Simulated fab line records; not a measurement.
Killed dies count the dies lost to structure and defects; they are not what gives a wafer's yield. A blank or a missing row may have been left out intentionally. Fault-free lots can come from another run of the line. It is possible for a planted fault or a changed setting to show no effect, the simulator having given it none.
fab line records	flow gf180mcu	part 1 of 2: steps 1 to 30 of 39
record: lots: 5	wafers: 15	last-day: 32
route steps=602 shown VT_IMPLANT@100 MVSD@136 NWELL@137 LVPWELL@138
lots that met no fault: from a run of the same line without faults
start-h: the number of hours between the record's first day and the start of the first shown wafer of the lot	wait-h: hours elapsed since this lot's preceding step	" the same as in the row above	L1.1+2: several wafers, shown together as one row	- no value present, or no start provided	* or withheld: withheld	< > ~ a bound
route shown NAME@n: names a module that has steps shown in the file, with the first one's number in the route	usual: average and standard deviation across the fault-free wafers	same: alike in all rows	chamber/n: place in a boat	sites: each site's reading	_std_site: their standard deviation	_edge_site: mean of outer sites minus mean of inner sites	radius-mm: for every site, how far away it sits from the centre of the wafer	mask NAME#n: copy n	behind: the last tool/chamber to shape the wafer	hold: the reason the lot was held/the length of the hold in hours/how it ended	device: whichever transistor did not switch (one of n, p or np)	end of line: at the end of the route, the tests of the same wafers	a step given without rows: its recipe and nothing more	killed: count of dies lost to structure and defects at first sort (not the wafer's yield)	map: a wafer's dies, x killed, . not, _ none there
set.NAME: the run value of the setting; set.NAME@STEP: its run value at that earlier step	model.NAME: the simulator's own value behind a step, which no gauge read
lots at some steps of the route; a table a step, a row a wafer
services: from which hour (start-h, from the record's first day; less than 0 if before it) a tool's chamber was out of use, for how many hours, and why
== steps ==
step: GF_VT_IMPLANT_TW_MEAS_10
usual: VT_IMPLANT_TW: 564/8.7
lot.wafer	tool	chamber	start-h	wait-h	VT_IMPLANT_TW
L075.4	film-metro-03	-	121.48	0.1	572
L075.5	"	-	"	"	572
L075.6	"	-	"	"	572
L076.3	film-metro-03	-	125.98	0.1	569
L076.4	"	-	"	"	571
L076.5	"	-	"	"	574
L083.2	film-metro-02	-	166.60	0.1	552
L083.4	"	-	"	"	554
L083.5	"	-	"	"	552
L084.1	film-metro-02	-	172.36	0.1	556
L084.4	"	-	"	"	558
L084.5	"	-	"	"	553
L088.1	film-metro-02	-	198.37	0.1	554
L088.2	"	-	"	"	553
L088.3	"	-	"	"	556
step: GF_VT_IMPLANT_DEHYDRATE_11
recipe: temp-c: 200	time-s: 60
lot.wafer	tool	chamber	start-h	wait-h
L075.4+5+6	litho-track-02	0	128.08	6.6
L076.3+4+5	litho-track-04	0	133.27	7.3
L083.2+4+5	litho-track-02	0	174.03	7.4
L084.1+4+5	litho-track-02	0	180.16	7.8
L088.1+2+3	litho-track-04	0	206.02	7.6
step: GF_VT_IMPLANT_HMDS_12
recipe: prime-time-s: 60	prime-temp-c: 120
usual: prime-temp-c: 120.00/0.15
lot.wafer	tool	chamber	start-h	wait-h	prime-temp-c
L075.4	litho-track-02	0	128.23	0.1	119.99
L075.5	"	0	"	"	120.13
L075.6	"	0	"	"	119.81
L076.3	litho-track-04	0	133.42	0.1	119.74
L076.4	"	0	"	"	119.95
L076.5	"	0	"	"	119.74
L083.2	litho-track-02	0	174.18	0.1	120.11
L083.4	"	0	"	"	119.86
L083.5	"	0	"	"	119.68
L084.1	litho-track-02	0	180.31	0.1	119.92
L084.4	"	0	"	"	120.32
L084.5	"	0	"	"	119.91
L088.1	litho-track-04	0	206.17	0.1	119.96
L088.2	"	0	"	"	119.96
L088.3	"	0	"	"	120.26
step: GF_VT_IMPLANT_COAT_13
recipe: resist: NOVOLAK	spin-rpm: 3000	resist-thk-nm: 1000
lot.wafer	tool	chamber	start-h	wait-h
L075.4+5+6	litho-track-02	0	128.38	0.1
L076.3+4+5	litho-track-04	0	133.57	0.1
L083.2+4+5	litho-track-02	0	174.33	0.1
L084.1+4+5	litho-track-02	0	180.46	0.1
L088.1+2+3	litho-track-04	0	206.32	0.1
step: GF_VT_IMPLANT_SOFTBAKE_14
recipe: temp-c: 90	time-s: 60	resist: NOVOLAK
lot.wafer	tool	chamber	start-h	wait-h
L075.4+5+6	litho-track-02	0	128.53	0.1
L076.3+4+5	litho-track-04	0	133.72	0.1
L083.2+4+5	litho-track-02	0	174.48	0.1
L084.1+4+5	litho-track-02	0	180.61	0.1
L088.1+2+3	litho-track-04	0	206.47	0.1
step: GF_VT_IMPLANT_EXPOSE_15
recipe: mask-id: Nwell_LV_AREA	target-cd-nm: 860	na: 0.6	source-shape: conventional	sigma-outer: 0.6	dose-mj: 140
usual: focus-offset-nm: 0.1/0.58	reticle-temp-C: 22.98/0.1
lot.wafer	tool	chamber	start-h	wait-h	mask	focus-offset-nm	reticle-temp-C
L075.4	iline-stepper-01	0	-	-	Nwell_LV_AREA#0	0.8	22.85
L075.5	"	0	"	"	Nwell_LV_AREA#0	0.1	22.89
L075.6	"	0	"	"	Nwell_LV_AREA#0	0.4	23.00
L076.3	iline-stepper-02	0	-	-	Nwell_LV_AREA#0	0.0	22.85
L076.4	"	0	"	"	Nwell_LV_AREA#0	0.7	23.09
L076.5	"	0	"	"	Nwell_LV_AREA#0	-0.2	22.94
L083.2	iline-stepper-02	0	-	-	Nwell_LV_AREA#0	-0.6	22.90
L083.4	"	0	"	"	Nwell_LV_AREA#0	-0.2	22.83
L083.5	"	0	"	"	Nwell_LV_AREA#0	-1.2	23.00
L084.1	iline-stepper-01	0	-	-	Nwell_LV_AREA#0	-0.1	23.07
L084.4	"	0	"	"	Nwell_LV_AREA#0	-0.2	23.07
L084.5	"	0	"	"	Nwell_LV_AREA#0	-0.7	23.01
L088.1	iline-stepper-01	0	-	-	Nwell_LV_AREA#0	-0.9	22.90
L088.2	"	0	"	"	Nwell_LV_AREA#0	-1.7	23.07
L088.3	"	0	"	"	Nwell_LV_AREA#0	-1.2	23.02
step: GF_VT_IMPLANT_PEB_16
recipe: temp-c: withheld	time-s: *	resist: NOVOLAK
lot.wafer	tool	chamber	start-h	wait-h
L075.4+5+6	litho-track-01	0	-	-
L076.3+4+5	litho-track-01	0	-	-
L083.2+4+5	litho-track-02	0	-	-
L084.1+4+5	litho-track-04	0	-	-
L088.1+2+3	litho-track-02	0	-	-
step: GF_VT_IMPLANT_DEVELOP_17
recipe: develop-time-s: 60	dev-temp-c: 23
lot.wafer	tool	chamber	start-h	wait-h
L075.4+5+6	litho-track-01	0	135.61	0.1
L076.3+4+5	litho-track-01	0	141.19	0.1
L083.2+4+5	litho-track-02	0	181.58	0.1
L084.1+4+5	litho-track-04	0	188.12	0.1
L088.1+2+3	litho-track-02	0	215.01	0.1
step: GF_VT_IMPLANT_OVL_MEAS_18
usual: VT_IMPLANT_01_OVL: 0.9/1.4
lot.wafer	tool	chamber	start-h	wait-h	VT_IMPLANT_01_OVL[nm]
L075.4	overlay-01	-	135.70	0.1	1.4
L075.5	"	-	"	"	0.7
L075.6	"	-	"	"	2.4
L076.3	overlay-01	-	141.30	0.1	1.4
L076.4	"	-	"	"	0.8
L076.5	"	-	"	"	0.1
L083.2	overlay-02	-	181.71	0.1	1.4
L083.4	"	-	"	"	2.6
L083.5	"	-	"	"	2.1
L084.1	overlay-01	-	188.27	0.1	-2.1
L084.4	"	-	"	"	-2.9
L084.5	"	-	"	"	-2.0
L088.1	overlay-02	-	215.16	0.1	0.3
L088.2	"	-	"	"	1.2
L088.3	"	-	"	"	-0.2
step: GF_VT_IMPLANT_IMPLANT_19
recipe: species: As	energy-kev: 100	dose-cm2: 4.35e+12	tilt-deg: 7
usual: dose-ions-cm2: 4.349e+12/5.5e+09
lot.wafer	tool	chamber	start-h	wait-h	dose-ions-cm2
L075.4	implanter-02	0	135.80	0.1	4.356e+12
L075.5	"	0	"	"	4.353e+12
L075.6	"	0	"	"	4.357e+12
L076.3	implanter-04	0	141.37	0.1	4.35e+12
L076.4	"	0	"	"	4.35e+12
L076.5	"	0	"	"	4.348e+12
L083.2	implanter-04	0	181.77	0.0	4.348e+12
L083.4	"	0	"	"	4.351e+12
L083.5	"	0	"	"	4.347e+12
L084.1	implanter-04	0	188.31	0.0	4.345e+12
L084.4	"	0	"	"	4.353e+12
L084.5	"	0	"	"	4.341e+12
L088.1	implanter-04	0	215.19	0.0	4.345e+12
L088.2	"	0	"	"	4.347e+12
L088.3	"	0	"	"	4.349e+12
step: GF_VT_IMPLANT_STRIP_20
recipe: chemistry: O2/N2	power-w: 1400	pressure-mtorr: 1500	platen-temp-c: 250	o2-flow-sccm: 3000	n2-flow-sccm: 300	overash-fraction: 0.5
usual: drypump-motor-current-A: 5.6/0.49	heater-power-w: 349/45	o2-flow-sccm: 3000/9	oes-product-au: 0.716/0.0048	strip-time-to-endpoint-s: 12.65/0.031
lot.wafer	tool	chamber	start-h	wait-h	drypump-motor-current-A	heater-power-w	o2-flow-sccm	oes-product-au	rf-hours-counter-h	strip-time-to-endpoint-s
L075.4	plasma-asher-01	0	135.91	0.1	5.8	303	2990	0.717	-	12.65
L075.5	"	0	"	"	5.8	301	2985	0.710	-	12.66
L075.6	"	1	"	"	4.8	336	3007	0.725	-	12.64
L076.3	plasma-asher-04	0	141.51	0.1	5.4	426	2997	0.717	-	12.63
L076.4	"	1	"	"	6.2	351	3002	0.717	-	12.64
L076.5	"	0	"	"	5.4	414	2992	0.710	-	12.66
L083.2	plasma-asher-04	0	181.89	0.1	5.4	408	3001	0.718	7	12.65
L083.4	"	1	"	"	6.2	361	2994	0.712	-	12.66
L083.5	"	0	"	"	5.4	416	3001	0.711	-	12.69
L084.1	plasma-asher-04	1	188.46	0.1	6.2	362	2981	0.723	8	12.72
L084.4	"	1	"	"	6.2	354	2974	0.717	-	12.67
L084.5	"	1	"	"	6.2	348	2983	0.722	-	12.70
L088.1	plasma-asher-01	0	215.34	0.1	5.8	304	2995	0.720	59	12.67
L088.2	"	1	"	"	4.8	353	3010	0.722	59	12.67
L088.3	"	0	"	"	5.8	307	2990	0.716	-	12.66
step: GF_VT_IMPLANT_TW_MEAS_21
usual: VT_IMPLANT_2_TW: 1219/15
lot.wafer	tool	chamber	start-h	wait-h	VT_IMPLANT_2_TW
L075.4	film-metro-03	-	136.00	0.1	1232
L075.5	"	-	"	"	1228
L075.6	"	-	"	"	1236
L076.3	film-metro-03	-	141.59	0.1	1229
L076.4	"	-	"	"	1230
L076.5	"	-	"	"	1230
L083.2	film-metro-02	-	182.00	0.1	1199
L083.4	"	-	"	"	1200
L083.5	"	-	"	"	1193
L084.1	film-metro-03	-	188.56	0.1	1226
L084.4	"	-	"	"	1228
L084.5	"	-	"	"	1236
L088.1	film-metro-03	-	215.44	0.1	1217
L088.2	"	-	"	"	1218
L088.3	"	-	"	"	1227
step: GF_VT_IMPLANT_DEHYDRATE_22
recipe: temp-c: 200	time-s: 60
lot.wafer	tool	chamber	start-h	wait-h
L075.4+5+6	litho-track-04	0	143.95	7.9
L076.3+4+5	litho-track-04	0	148.97	7.4
L083.2+4+5	litho-track-01	0	189.01	7.0
L084.1+4+5	litho-track-01	0	196.58	8.0
L088.1+2+3	litho-track-01	0	223.38	7.9
step: GF_VT_IMPLANT_HMDS_23
recipe: prime-time-s: 60	prime-temp-c: 120
usual: prime-temp-c: 119.99/0.12
lot.wafer	tool	chamber	start-h	wait-h	prime-temp-c
L075.4	litho-track-04	0	144.10	0.1	119.97
L075.5	"	0	"	"	119.94
L075.6	"	0	"	"	119.89
L076.3	litho-track-04	0	149.12	0.1	119.81
L076.4	"	0	"	"	120.00
L076.5	"	0	"	"	120.08
L083.2	litho-track-01	0	189.16	0.1	119.95
L083.4	"	0	"	"	119.98
L083.5	"	0	"	"	119.83
L084.1	litho-track-01	0	196.73	0.1	119.97
L084.4	"	0	"	"	120.00
L084.5	"	0	"	"	120.16
L088.1	litho-track-01	0	223.53	0.1	119.85
L088.2	"	0	"	"	120.00
L088.3	"	0	"	"	120.14
step: GF_VT_IMPLANT_COAT_24
recipe: resist: NOVOLAK	spin-rpm: 3000	resist-thk-nm: 1000
lot.wafer	tool	chamber	start-h	wait-h
L075.4+5+6	litho-track-04	0	144.25	0.1
L076.3+4+5	litho-track-04	0	149.27	0.1
L083.2+4+5	litho-track-01	0	189.31	0.1
L084.1+4+5	litho-track-01	0	196.88	0.1
L088.1+2+3	litho-track-01	0	223.68	0.1
step: GF_VT_IMPLANT_SOFTBAKE_25
recipe: temp-c: 90	time-s: 60	resist: NOVOLAK
lot.wafer	tool	chamber	start-h	wait-h
L075.4+5+6	litho-track-04	0	144.40	0.1
L076.3+4+5	litho-track-04	0	149.42	0.1
L083.2+4+5	litho-track-01	0	189.46	0.1
L084.1+4+5	litho-track-01	0	197.03	0.1
L088.1+2+3	litho-track-01	0	223.83	0.1
step: GF_VT_IMPLANT_EXPOSE_26
recipe: mask-id: LVPWELL_HV_AREA	target-cd-nm: 860	na: 0.6	source-shape: conventional	sigma-outer: 0.6	dose-mj: 140
usual: focus-offset-nm: -0.1/0.49	reticle-temp-C: 23.00/0.099
lot.wafer	tool	chamber	start-h	wait-h	mask	focus-offset-nm	reticle-temp-C
L075.4	iline-stepper-02	0	-	-	LVPWELL_HV_AREA#0	-0.4	23.10
L075.5	"	0	"	"	LVPWELL_HV_AREA#0	-0.2	23.04
L075.6	"	0	"	"	LVPWELL_HV_AREA#0	-0.1	22.86
L076.3	iline-stepper-01	0	-	-	LVPWELL_HV_AREA#0	-0.1	22.85
L076.4	"	0	"	"	LVPWELL_HV_AREA#0	-0.3	23.00
L076.5	"	0	"	"	LVPWELL_HV_AREA#0	-0.1	22.96
L083.2	iline-stepper-01	0	-	-	LVPWELL_HV_AREA#0	-0.4	23.02
L083.4	"	0	"	"	LVPWELL_HV_AREA#0	0.0	22.94
L083.5	"	0	"	"	LVPWELL_HV_AREA#0	0.1	23.00
L084.1	iline-stepper-02	0	-	-	LVPWELL_HV_AREA#0	-0.1	22.93
L084.4	"	0	"	"	LVPWELL_HV_AREA#0	0.2	22.99
L084.5	"	0	"	"	LVPWELL_HV_AREA#0	0.2	23.11
L088.1	iline-stepper-01	0	-	-	LVPWELL_HV_AREA#0	-0.1	23.24
L088.2	"	0	"	"	LVPWELL_HV_AREA#0	0.1	23.06
L088.3	"	0	"	"	LVPWELL_HV_AREA#0	0.3	23.13
step: GF_VT_IMPLANT_PEB_27
recipe: temp-c: withheld	time-s: *	resist: NOVOLAK
lot.wafer	tool	chamber	start-h	wait-h
L075.4+5+6	litho-track-04	0	-	-
L076.3+4+5	litho-track-01	0	-	-
L083.2+4+5	litho-track-02	0	-	-
L084.1+4+5	litho-track-01	0	-	-
L088.1+2+3	litho-track-04	0	-	-
step: GF_VT_IMPLANT_DEVELOP_28
recipe: develop-time-s: 60	dev-temp-c: 23
lot.wafer	tool	chamber	start-h	wait-h
L075.4+5+6	litho-track-04	0	152.00	0.1
L076.3+4+5	litho-track-01	0	157.29	0.1
L083.2+4+5	litho-track-02	0	197.78	0.1
L084.1+4+5	litho-track-01	0	205.33	0.1
L088.1+2+3	litho-track-04	0	233.02	0.1
step: GF_VT_IMPLANT_OVL_MEAS_29
usual: VT_IMPLANT_02_OVL: 1.0/1.6
lot.wafer	tool	chamber	start-h	wait-h	VT_IMPLANT_02_OVL[nm]
L075.4	overlay-01	-	152.09	0.1	0.7
L075.5	"	-	"	"	1.2
L075.6	"	-	"	"	2.4
L076.3	overlay-01	-	157.40	0.1	-0.9
L076.4	"	-	"	"	0.0
L076.5	"	-	"	"	-0.9
L083.2	overlay-02	-	197.91	0.1	-0.8
L083.4	"	-	"	"	1.2
L083.5	"	-	"	"	-0.2
L084.1	overlay-01	-	205.48	0.1	3.3
L084.4	"	-	"	"	4.0
L084.5	"	-	"	"	2.6
L088.1	overlay-01	-	233.17	0.1	-3.2
L088.2	"	-	"	"	-1.5
L088.3	"	-	"	"	-1.3
step: GF_VT_IMPLANT_IMPLANT_30
recipe: species: B	energy-kev: 25	dose-cm2: 2.534e+12	tilt-deg: 7
usual: dose-ions-cm2: 2.5337e+12/2.8e+09
lot.wafer	tool	chamber	start-h	wait-h	dose-ions-cm2
L075.4	implanter-01	0	152.18	0.1	2.5355e+12
L075.5	"	0	"	"	2.531e+12
L075.6	"	0	"	"	2.5326e+12
L076.3	implanter-04	0	157.47	0.1	2.5362e+12
L076.4	"	0	"	"	2.5326e+12
L076.5	"	0	"	"	2.5353e+12
L083.2	implanter-02	0	197.97	0.0	2.5343e+12
L083.4	"	0	"	"	2.5339e+12
L083.5	"	0	"	"	2.5334e+12
L084.1	implanter-04	0	205.52	0.0	2.5391e+12
L084.4	"	0	"	"	2.5393e+12
L084.5	"	0	"	"	2.5314e+12
L088.1	implanter-02	0	233.21	0.0	2.5351e+12
L088.2	"	0	"	"	2.5332e+12
L088.3	"	0	"	"	2.534e+12
step: GF_VT_IMPLANT_STRIP_31
recipe: chemistry: O2/N2	power-w: 1400	pressure-mtorr: 1500	platen-temp-c: 250	o2-flow-sccm: 3000	n2-flow-sccm: 300	overash-fraction: 0.5
usual: drypump-motor-current-A: 5.7/0.47	heater-power-w: 363/46	o2-flow-sccm: 3000/8.9	oes-product-au: 0.716/0.0045	strip-time-to-endpoint-s: 12.64/0.043
lot.wafer	tool	chamber	start-h	wait-h	drypump-motor-current-A	heater-power-w	o2-flow-sccm	oes-product-au	rf-hours-counter-h	strip-time-to-endpoint-s
L075.4	plasma-asher-04	0	152.29	0.1	5.4	418	3000	0.714	-	12.67
L075.5	"	0	"	"	5.4	422	3007	0.706	-	12.70
L075.6	"	1	"	"	6.2	348	2998	0.713	-	12.67
L076.3	plasma-asher-01	0	157.60	0.1	5.8	303	3009	0.714	-	12.65
L076.4	"	1	"	"	4.8	339	3006	0.724	-	12.71
L076.5	"	0	"	"	5.8	315	2997	0.707	-	12.67
L083.2	plasma-asher-01	0	198.09	0.1	5.8	299	3013	0.713	57	12.68
L083.4	"	0	"	"	5.8	293	3004	0.715	-	12.68
L083.5	"	0	"	"	5.8	301	3008	0.721	-	12.71
L084.1	plasma-asher-04	1	205.67	0.1	6.2	343	2993	0.721	9	12.67
L084.4	"	0	"	"	5.4	420	2995	0.704	-	12.67
L084.5	"	1	"	"	6.2	351	3001	0.713	-	12.63
L088.1	plasma-asher-03	0	233.36	0.1	5.5	301	2983	0.719	58	12.70
L088.2	"	1	"	"	6.1	422	3009	0.710	58	12.64
L088.3	"	1	"	"	6.1	412	2986	0.713	-	12.68
step: GF_VT_IMPLANT_TW_MEAS_32
usual: VT_IMPLANT_3_TW: 270.8/2.8
lot.wafer	tool	chamber	start-h	wait-h	VT_IMPLANT_3_TW
L075.4	film-metro-04	-	152.39	0.1	272.9
L075.5	"	-	"	"	272.4
L075.6	"	-	"	"	271.3
L076.3	film-metro-04	-	157.69	0.1	272.3
L076.4	"	-	"	"	270.1
L076.5	"	-	"	"	272.9
L083.2	film-metro-03	-	198.20	0.1	270.5
L083.4	"	-	"	"	270.8
L083.5	"	-	"	"	272.3
L084.1	film-metro-02	-	205.77	0.1	264.9
L084.4	"	-	"	"	263.4
L084.5	"	-	"	"	265.3
L088.1	film-metro-03	-	233.46	0.1	270.9
L088.2	"	-	"	"	273.3
L088.3	"	-	"	"	273.7
step: GF_VT_IMPLANT_DEHYDRATE_33
recipe: temp-c: 200	time-s: 60
lot.wafer	tool	chamber	start-h	wait-h
L075.4+5+6	litho-track-01	0	159.96	7.6
L076.3+4+5	litho-track-01	0	165.04	7.3
L083.2+4+5	litho-track-02	0	206.03	7.8
L084.1+4+5	litho-track-04	0	213.97	8.2
L088.1+2+3	litho-track-04	0	241.72	8.3
step: GF_VT_IMPLANT_HMDS_34
recipe: prime-time-s: 60	prime-temp-c: 120
usual: prime-temp-c: 120.00/0.12
lot.wafer	tool	chamber	start-h	wait-h	prime-temp-c
L075.4	litho-track-01	0	160.11	0.1	119.82
L075.5	"	0	"	"	119.90
L075.6	"	0	"	"	119.86
L076.3	litho-track-01	0	165.19	0.1	119.97
L076.4	"	0	"	"	120.14
L076.5	"	0	"	"	120.30
L083.2	litho-track-02	0	206.18	0.1	120.05
L083.4	"	0	"	"	120.24
L083.5	"	0	"	"	120.03
L084.1	litho-track-04	0	214.12	0.1	120.15
L084.4	"	0	"	"	120.13
L084.5	"	0	"	"	119.97
L088.1	litho-track-04	0	241.87	0.1	120.05
L088.2	"	0	"	"	120.05
L088.3	"	0	"	"	120.00
step: GF_VT_IMPLANT_COAT_35
recipe: resist: NOVOLAK	spin-rpm: 3000	resist-thk-nm: 1000
lot.wafer	tool	chamber	start-h	wait-h
L075.4+5+6	litho-track-01	0	160.26	0.1
L076.3+4+5	litho-track-01	0	165.34	0.1
L083.2+4+5	litho-track-02	0	206.33	0.1
L084.1+4+5	litho-track-04	0	214.27	0.1
L088.1+2+3	litho-track-04	0	242.02	0.1
step: GF_VT_IMPLANT_SOFTBAKE_36
recipe: temp-c: 90	time-s: 60	resist: NOVOLAK
lot.wafer	tool	chamber	start-h	wait-h
L075.4+5+6	litho-track-01	0	160.41	0.1
L076.3+4+5	litho-track-01	0	165.49	0.1
L083.2+4+5	litho-track-02	0	206.48	0.1
L084.1+4+5	litho-track-04	0	214.42	0.1
L088.1+2+3	litho-track-04	0	242.17	0.1
step: GF_VT_IMPLANT_EXPOSE_37
recipe: mask-id: Nwell_HV_AREA	target-cd-nm: 860	na: 0.6	source-shape: conventional	sigma-outer: 0.6	dose-mj: 140
usual: focus-offset-nm: 0.0/0.51	reticle-temp-C: 23.00/0.11
lot.wafer	tool	chamber	start-h	wait-h	mask	focus-offset-nm	reticle-temp-C
L075.4	iline-stepper-01	0	-	-	Nwell_HV_AREA#0	-0.7	23.03
L075.5	"	0	"	"	Nwell_HV_AREA#0	-0.9	23.16
L075.6	"	0	"	"	Nwell_HV_AREA#0	-1.5	22.93
L076.3	iline-stepper-02	0	-	-	Nwell_HV_AREA#0	-0.9	22.98
L076.4	"	0	"	"	Nwell_HV_AREA#0	-0.1	23.05
L076.5	"	0	"	"	Nwell_HV_AREA#0	-0.6	22.94
L083.2	iline-stepper-02	0	-	-	Nwell_HV_AREA#0	0.6	23.10
L083.4	"	0	"	"	Nwell_HV_AREA#0	-0.8	23.17
L083.5	"	0	"	"	Nwell_HV_AREA#0	-0.2	22.98
L084.1	iline-stepper-01	0	-	-	Nwell_HV_AREA#0	0.3	22.95
L084.4	"	0	"	"	Nwell_HV_AREA#0	0.4	23.13
L084.5	"	0	"	"	Nwell_HV_AREA#0	1.1	23.00
L088.1	iline-stepper-01	0	-	-	Nwell_HV_AREA#0	0.1	22.95
L088.2	"	0	"	"	Nwell_HV_AREA#0	-0.4	22.97
L088.3	"	0	"	"	Nwell_HV_AREA#0	-0.1	22.99
step: GF_VT_IMPLANT_PEB_38
recipe: temp-c: withheld	time-s: *	resist: NOVOLAK
lot.wafer	tool	chamber	start-h	wait-h
L075.4+5+6	litho-track-04	0	-	-
L076.3+4+5	litho-track-02	0	-	-
L083.2+4+5	litho-track-01	0	-	-
L084.1+4+5	litho-track-04	0	-	-
L088.1+2+3	litho-track-02	0	-	-
step: GF_VT_IMPLANT_DEVELOP_39
recipe: develop-time-s: 60	dev-temp-c: 23
lot.wafer	tool	chamber	start-h	wait-h
L075.4+5+6	litho-track-04	0	168.60	0.1
L076.3+4+5	litho-track-02	0	173.61	0.1
L083.2+4+5	litho-track-01	0	214.81	0.1
L084.1+4+5	litho-track-04	0	222.92	0.1
L088.1+2+3	litho-track-02	0	251.56	0.1
